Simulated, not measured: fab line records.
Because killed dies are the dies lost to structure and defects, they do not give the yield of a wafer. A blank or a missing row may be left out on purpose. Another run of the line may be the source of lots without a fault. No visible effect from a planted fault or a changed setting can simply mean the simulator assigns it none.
A single fault, viewed from 2 desks | flow sky130 | each desk has only its own numbers; what lay behind them comes last

== TOOL OWNER'S DESK, litho-track-02 ==
The tool's own readings at SKY_LDD_P_COAT_02 (resist thk 1140 nm): means of the sampled wafers that have a number, for each lot that ran on this tool. A lot is out of limits, marked OUT, if its mean lies more than 4 standard deviations from the usual mean; the brackets give that distance.
Columns: A = spin-speed-rpm at SKY_LDD_P_COAT_02, usual 3000.0 rpm
lot  | first seen here | A
L976 | day 21 08:20    | 3000.2
L979 | day 22 19:08    | 2998.1
L981 | day 23 05:11    | 2997.7
L983 | day 24 05:18    | 3297.6 (+99 or more) OUT
L984 | day 24 06:54    | 3298.6 (+99 or more) OUT
L986 | day 24 18:30    | 3298.4 (+99 or more) OUT
This desk's verdict: out of limits on L983, L984, L986, starting with L983 at day 24 05:18 (spin-speed-rpm at SKY_LDD_P_COAT_02). Within limits: L976, L979, L981.

== METROLOGY DESK ==
What the gauges read, lot by lot, whatever tool the lot ran on: means of the sampled wafers that have a number. A lot is out of limits, marked OUT, if its mean lies more than 4 standard deviations from the usual mean; the brackets give that distance.
Columns: A = LI_CONTACT_W_RS at SKY_LI_CONTACT_RS_MEAS_22, usual 0.285 ohm/sq
lot  | first seen here | A
L972 | day 30 23:26    | 0.287
L976 | day 32 01:48    | 0.283
L977 | day 32 08:44    | 0.284
L979 | day 33 08:43    | 0.286
L981 | day 33 16:44    | 0.286
L983 | day 34 16:23    | 0.289
L984 | day 34 22:04    | 0.284
L985 | day 35 00:50    | 0.282
L986 | day 35 04:31    | 0.287
L989 | day 35 21:46    | 0.284
L992 | day 36 16:13    | 0.286
This desk found nothing out of limits on any of the 11 lots.

== PUT TOGETHER ==
On L983, L984, L986, at day 24 05:18, an alarm was possible from the tool owner's desk.
At the metrology desk, nothing out of limits was observed.
The metrology desk has L983, L984, L986 on record, within its limits.
All the named lots went through SKY_LDD_P_COAT_02 on litho-track-02.

== WHAT THE SIMULATOR PUT IN ==
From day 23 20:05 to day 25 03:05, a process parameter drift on litho-track-02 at SKY_LDD_P_COAT_02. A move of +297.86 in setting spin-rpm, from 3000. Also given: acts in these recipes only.
Shown lots that were struck: L983, L984, L986.
Delay in hours, fault start to first out-of-limits reading, by desk: the tool owner's desk at 9.
